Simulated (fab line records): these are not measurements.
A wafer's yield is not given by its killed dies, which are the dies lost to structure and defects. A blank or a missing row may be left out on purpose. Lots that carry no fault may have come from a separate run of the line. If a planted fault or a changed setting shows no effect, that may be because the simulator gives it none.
Which tool was responsible? :: flow gf180mcu :: 39 wafers from 13 lots sampled at 5 of the route's 602 steps

## WHAT THE GAUGES READ, wafer by wafer
GF_M4_CD_MEAS_14: the cd target is 280 nm.
lot: L503
measured: day 23 07:44
on: cd-sem-02
cd-nm (nm): 279.1 279.2 279.7

lot: L504
measured: day 23 15:47
on: cd-sem-01
cd-nm (nm): 279.8 278.9 279.8

lot: L505
measured: day 23 18:08
on: cd-sem-02
cd-nm (nm): 279.7 280.4 279.9

lot: L506
measured: day 24 09:36
on: cd-sem-01
cd-nm (nm): 279.8 279.1 280.2

lot: L507
measured: day 25 01:26
on: cd-sem-02
cd-nm (nm): 281.1 281.9 279.6

lot: L509
measured: day 25 13:46
on: cd-sem-02
cd-nm (nm): 279.2 280.9 279.0

lot: L510
measured: day 26 19:26
on: cd-sem-02
cd-nm (nm): 278.9 281.3 279.1

lot: L511
measured: day 26 19:49
on: cd-sem-02
cd-nm (nm): 279.6 280.1 279.9

lot: L513
measured: day 27 09:25
on: cd-sem-01
cd-nm (nm): 280.3 280.1 280.9

lot: L514
measured: day 27 13:38
on: cd-sem-01
cd-nm (nm): 278.6 278.8 278.8

lot: L518
measured: day 28 16:05
on: cd-sem-02
cd-nm (nm): 279.0 279.6 278.6

lot: L523
measured: day 29 06:35
on: cd-sem-02
cd-nm (nm): 278.0 277.8 278.0

lot: L524
measured: day 29 14:12
on: cd-sem-01
cd-nm (nm): 281.3 280.6 281.2

GF_MIM_THK_MEAS_06.
lot: L503
measured: day 24 08:57
on: film-metro-04
MIM_CVD_05_THK (nm): 42.5 43.3 42.8

lot: L504
measured: day 24 17:13
on: film-metro-01
MIM_CVD_05_THK (nm): 42.4 41.7 42.8

lot: L505
measured: day 24 19:56
on: film-metro-01
MIM_CVD_05_THK (nm): 41.1 42.3 41.6

lot: L506
measured: day 25 10:02
on: film-metro-03
MIM_CVD_05_THK (nm): 43.3 43.0 42.5

lot: L507
measured: day 26 01:34
on: film-metro-04
MIM_CVD_05_THK (nm): 42.1 41.8 42.9

lot: L509
measured: day 26 12:26
on: film-metro-01
MIM_CVD_05_THK (nm): 41.7 42.8 42.2

lot: L510
measured: day 27 17:50
on: film-metro-01
MIM_CVD_05_THK (nm): 41.6 41.2 41.5

lot: L511
measured: day 27 18:27
on: film-metro-03
MIM_CVD_05_THK (nm): 41.4 42.7 42.8

lot: L513
measured: day 28 08:08
on: film-metro-03
MIM_CVD_05_THK (nm): 41.1 41.9 42.1

lot: L514
measured: day 28 12:44
on: film-metro-04
MIM_CVD_05_THK (nm): 41.9 41.3 41.8

lot: L518
measured: day 29 14:02
on: film-metro-04
MIM_CVD_05_THK (nm): 40.6 58.1 42.6

lot: L523
measured: day 30 04:29
on: film-metro-01
MIM_CVD_05_THK (nm): 41.2 42.5 41.9

lot: L524
measured: day 30 12:19
on: film-metro-04
MIM_CVD_05_THK (nm): 41.9 42.9 42.6

## EACH LOT AND THE TOOL THAT RAN IT (in order: tool; ch and the chambers of the sampled wafers; start)
lot: L503
GF_M4_METAL_ETCH_16: rie-metal-01 ch 0,1, day 23 07:54
GF_V4_CVD_23: cvd-w-02 ch 0,1, day 24 08:06
GF_MIM_CVD_05: pecvd-04 ch 1,2, day 24 08:55

lot: L504
GF_M4_METAL_ETCH_16: rie-metal-04 ch 0,1, day 23 15:57
GF_V4_CVD_23: cvd-w-02 ch 0,1, day 24 16:22
GF_MIM_CVD_05: pecvd-04 ch 0,1,2, day 24 17:10

lot: L505
GF_M4_METAL_ETCH_16: rie-metal-04 ch 0,1, day 23 18:17
GF_V4_CVD_23: cvd-w-02 ch 0,1, day 24 19:06
GF_MIM_CVD_05: pecvd-03 ch 0,1, day 24 19:55

lot: L506
GF_M4_METAL_ETCH_16: rie-metal-03 ch 0,1, day 24 09:44
GF_V4_CVD_23: cvd-w-02 ch 0,1, day 25 09:13
GF_MIM_CVD_05: pecvd-04 ch 0,1,2, day 25 10:00

lot: L507
GF_M4_METAL_ETCH_16: rie-metal-01 ch 0, day 25 01:36
GF_V4_CVD_23: cvd-w-02 ch 0,1, day 26 00:43
GF_MIM_CVD_05: pecvd-03 ch 0,1, day 26 01:32

lot: L509
GF_M4_METAL_ETCH_16: rie-metal-03 ch 1, day 25 13:55
GF_V4_CVD_23: cvd-w-01 ch 1, day 26 11:28
GF_MIM_CVD_05: pecvd-03 ch 1,2, day 26 12:23

lot: L510
GF_M4_METAL_ETCH_16: rie-metal-01 ch 0,1, day 26 19:35
GF_V4_CVD_23: cvd-w-02 ch 0,1, day 27 16:59
GF_MIM_CVD_05: pecvd-01 ch 0,1,2, day 27 17:47

lot: L511
GF_M4_METAL_ETCH_16: rie-metal-03 ch 0,1, day 26 19:57
GF_V4_CVD_23: cvd-w-02 ch 0,1, day 27 17:36
GF_MIM_CVD_05: pecvd-03 ch 1,2, day 27 18:25

lot: L513
GF_M4_METAL_ETCH_16: rie-metal-04 ch 1, day 27 09:34
GF_V4_CVD_23: cvd-w-02 ch 0,1, day 28 07:17
GF_MIM_CVD_05: pecvd-01 ch 0,1, day 28 08:06

lot: L514
GF_M4_METAL_ETCH_16: rie-metal-04 ch 1, day 27 13:47
GF_V4_CVD_23: cvd-w-01 ch 0,1, day 28 11:53
GF_MIM_CVD_05: pecvd-01 ch 0,1,2, day 28 12:42

lot: L518
GF_M4_METAL_ETCH_16: rie-metal-01 ch 0,1, day 28 16:15
GF_V4_CVD_23: cvd-w-01 ch 0,1, day 29 13:11
GF_MIM_CVD_05: pecvd-01 ch 0,1,2, day 29 14:00

lot: L523
GF_M4_METAL_ETCH_16: rie-metal-03 ch 0,1, day 29 06:45
GF_V4_CVD_23: cvd-w-01 ch 0,1, day 30 03:38
GF_MIM_CVD_05: pecvd-04 ch 1,2, day 30 04:27

lot: L524
GF_M4_METAL_ETCH_16: rie-metal-01 ch 0,1, day 29 14:20
GF_V4_CVD_23: cvd-w-01 ch 0,1, day 30 11:28
GF_MIM_CVD_05: pecvd-03 ch 0,1,2, day 30 12:16
- GF_M4_METAL_ETCH_16: etches the open film in Cl2/BCl3, stops on SiO2, target depth 627.5 nm, time 104.6 s.
- GF_V4_CVD_23: deposits W, target thk 350 nm, time 104.9 s.
- GF_MIM_CVD_05: deposits Si3N4, target thk 42 nm, time 29.086 s.

## WHAT THE TOOLS THEMSELVES READ (means of the sampled wafers that have a number; where no wafer has one, the mark that the record gives instead)
GF_M4_METAL_ETCH_16.
lot: L503
tool: rie-metal-01
chamber-pressure-mTorr (mTorr): 8.002
drypump-motor-current-A (A): 6.1
oes-product-au (a.u.): 0.975
throttle-valve-pct (%): 28.249

lot: L504
tool: rie-metal-04
chamber-pressure-mTorr (mTorr): 8.002
drypump-motor-current-A (A): 6.1
oes-product-au (a.u.): 0.972
throttle-valve-pct (%): 28.251

lot: L505
tool: rie-metal-04
chamber-pressure-mTorr (mTorr): 8.003
drypump-motor-current-A (A): 6.0
oes-product-au (a.u.): 0.975
throttle-valve-pct (%): 28.243

lot: L506
tool: rie-metal-03
chamber-pressure-mTorr (mTorr): 7.996
drypump-motor-current-A (A): 5.4
oes-product-au (a.u.): 0.973
throttle-valve-pct (%): 28.247

lot: L507
tool: rie-metal-01
chamber-pressure-mTorr (mTorr): 7.999
drypump-motor-current-A (A): 6.2
oes-product-au (a.u.): 0.973
throttle-valve-pct (%): 28.252

lot: L509
tool: rie-metal-03
chamber-pressure-mTorr (mTorr): 8.003
drypump-motor-current-A (A): 5.3
oes-product-au (a.u.): 0.975
throttle-valve-pct (%): 28.246

lot: L510
tool: rie-metal-01
chamber-pressure-mTorr (mTorr): 7.999
drypump-motor-current-A (A): 6.1
oes-product-au (a.u.): 0.965
throttle-valve-pct (%): 28.259

lot: L511
tool: rie-metal-03
chamber-pressure-mTorr (mTorr): 8.000
drypump-motor-current-A (A): 5.5
oes-product-au (a.u.): 0.967
throttle-valve-pct (%): 28.268

lot: L513
tool: rie-metal-04
chamber-pressure-mTorr (mTorr): 7.998
drypump-motor-current-A (A): 6.5
oes-product-au (a.u.): 0.976
throttle-valve-pct (%): 28.250

lot: L514
tool: rie-metal-04
chamber-pressure-mTorr (mTorr): 8.006
drypump-motor-current-A (A): 6.4
oes-product-au (a.u.): 0.967
throttle-valve-pct (%): 28.249

lot: L518
tool: rie-metal-01
chamber-pressure-mTorr (mTorr): 8.002
drypump-motor-current-A (A): 6.1
oes-product-au (a.u.): 0.974
throttle-valve-pct (%): 28.254

lot: L523
tool: rie-metal-03
chamber-pressure-mTorr (mTorr): 8.003
drypump-motor-current-A (A): 5.5
oes-product-au (a.u.): 0.965
throttle-valve-pct (%): 28.260

lot: L524
tool: rie-metal-01
chamber-pressure-mTorr (mTorr): 7.991
drypump-motor-current-A (A): 6.1
oes-product-au (a.u.): 0.971
throttle-valve-pct (%): 28.259

GF_V4_CVD_23.
lot: L503
tool: cvd-w-02
heater-power-w (W): 824

lot: L504
tool: cvd-w-02
heater-power-w (W): 821

lot: L505
tool: cvd-w-02
heater-power-w (W): 820

lot: L506
tool: cvd-w-02
heater-power-w (W): 832

lot: L507
tool: cvd-w-02
heater-power-w (W): 838

lot: L509
tool: cvd-w-01
heater-power-w (W): 972

lot: L510
tool: cvd-w-02
heater-power-w (W): 833

lot: L511
tool: cvd-w-02
heater-power-w (W): 832

lot: L513
tool: cvd-w-02
heater-power-w (W): 841

lot: L514
tool: cvd-w-01
heater-power-w (W): 823

lot: L518
tool: cvd-w-01
heater-power-w (W): 919

lot: L523
tool: cvd-w-01
heater-power-w (W): 826

lot: L524
tool: cvd-w-01
heater-power-w (W): 832

GF_MIM_CVD_05.
lot: L503
tool: pecvd-04
heater-power-w (W): 692

lot: L504
tool: pecvd-04
heater-power-w (W): 732

lot: L505
tool: pecvd-03
heater-power-w (W): 701

lot: L506
tool: pecvd-04
heater-power-w (W): 763

lot: L507
tool: pecvd-03
heater-power-w (W): 761

lot: L509
tool: pecvd-03
heater-power-w (W): 603

lot: L510
tool: pecvd-01
heater-power-w (W): 641

lot: L511
tool: pecvd-03
heater-power-w (W): 615

lot: L513
tool: pecvd-01
heater-power-w (W): 698

lot: L514
tool: pecvd-01
heater-power-w (W): 626

lot: L518
tool: pecvd-01
heater-power-w (W): 668

lot: L523
tool: pecvd-04
heater-power-w (W): 703

lot: L524
tool: pecvd-03
heater-power-w (W): 604

## THE ANSWER, worked out from the rows above alone
Rule: what is usual is taken from the lots themselves. Put in order of their means at a reading, lots are off if they are a third of the lots or fewer, leave a main group of 4 or more, and stand apart from it by a gap of 3 or more times the standard deviation of the main group's means; of several such gaps the widest counts. If all means in a main group match to the digits the tables above print for the reading, that group is not used. A lot without any number at a reading at which 4 lots or more have one is off too. Any other lot the step has rows for is counted as sound. First the gauges in route order, then the tools' own readings, where a lot's mean is used as printed above. At the first step where some lot is off, the reading lying furthest off is the one used; lots without a number count as furthest.
Off: L518, seen at GF_MIM_THK_MEAS_06 (MIM_CVD_05_THK). The main group has a mean of 42.1 nm with a standard deviation of 0.46.
If a tool, at a process step before that reading, ran all the lots that are off and no sound lot after the first of them, it fits. Not tried: the gauges at GF_MIM_THK_MEAS_06; whatever is off there is also off at GF_V4_CVD_23, on other tools, and gauge error can't account for it. One fits: GF_MIM_CVD_05 on pecvd-01. A fault onset in the window from L514 (day 28 12:42, its last sound lot) to L518 (day 29 14:00, its first lot off) fits.

## WHAT THE SIMULATOR HAD PUT IN
pecvd-01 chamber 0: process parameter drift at GF_MIM_CVD_05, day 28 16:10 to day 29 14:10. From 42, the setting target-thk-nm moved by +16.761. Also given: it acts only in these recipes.
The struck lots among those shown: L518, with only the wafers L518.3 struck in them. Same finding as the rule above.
